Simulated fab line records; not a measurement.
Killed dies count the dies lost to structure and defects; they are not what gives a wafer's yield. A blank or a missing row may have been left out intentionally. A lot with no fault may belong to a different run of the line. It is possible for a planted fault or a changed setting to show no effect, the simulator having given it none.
2 desks looking at one fault ; flow gf180mcu ; numbers are kept per desk, each desk with only its own; the story behind them comes last

== THE METROLOGY DESK ==
Means of the sampled wafers that have a number, per lot and without regard to the tool the lot ran on: this is what the gauges read. Any lot whose mean is over 4 standard deviations away from the usual mean is out of limits and marked OUT; that distance is given in the brackets.
Columns: A = MVSD_RS at GF_VT_IMPLANT_RS_MEAS_46, usual 456.4 ohm/sq; B = DUAL_GATE_OVL at GF_DUAL_GATE_OVL_MEAS_11, usual -0.7 nm; C = cd_nm at GF_POLY_GATE_CD_MEAS_18, usual 280.0 nm
lot;first seen here;A;B;C
L593;day 7 11:59;455.0;-0.6;281.1
L595;day 8 01:58;454.7;-1.4;280.3
L596;day 8 09:43;456.7;-1.1;279.8
L600;day 9 12:47;456.6;0.3;-
L601;day 9 20:25;457.7;-3.4;-
L604;day 10 14:58;455.0;-1.0;278.6
L605;day 10 23:01;458.3;2.3;277.9
L607;day 11 10:55;457.0;-1.9;281.1
L608;day 11 19:02;455.1;-1.8;280.2
L609;day 12 02:23;458.3;-0.7;278.2
L614;day 13 11:58;454.7;-2.8;281.6
Finding of this desk: none of the 11 lots has anything out of limits.

== TOOL OWNER'S DESK, rie_diel-01 ==
The tool's own readings at GF_POLY_GATE_ETCH_12 (etches BARC in N2/H2): means of the sampled wafers that have a number, for each lot that ran on this tool. Any lot whose mean is over 4 standard deviations away from the usual mean is out of limits and marked OUT; that distance is given in the brackets.
Columns: A = bias_w at GF_POLY_GATE_ETCH_12, usual 100.0 W; B = chamber_pressure_mTorr at GF_POLY_GATE_ETCH_12, usual 30.001 mTorr; C = drypump_motor_current_A at GF_POLY_GATE_ETCH_12, usual 5.5 A; D = oes_product_au at GF_POLY_GATE_ETCH_12, usual 0.736 a.u.; E = throttle_valve_pct at GF_POLY_GATE_ETCH_12, usual 13.214 %
lot;first seen here;A;B;C;D;E
L593;day 9 04:28;99.9;29.992;5.5;0.736;13.210
L605;day 12 21:46;99.9;30.011;5.5;0.740;13.214
L608;day 13 16:45;100.1;30.006;5.2;0.741;13.218
L609;day 14 01:09;100.1;30.001;5.3;0.731;13.211
L614;day 15 12:13;100.0;30.005;5.4;0.737;13.213
Finding of this desk: none of the 5 lots has anything out of limits.

== PUT TOGETHER ==
Metrology desk: nothing out of limits seen.
Nothing out of limits was seen by the tool owner's desk.

== WHAT HAD BEEN PUT IN BY THE SIMULATOR ==
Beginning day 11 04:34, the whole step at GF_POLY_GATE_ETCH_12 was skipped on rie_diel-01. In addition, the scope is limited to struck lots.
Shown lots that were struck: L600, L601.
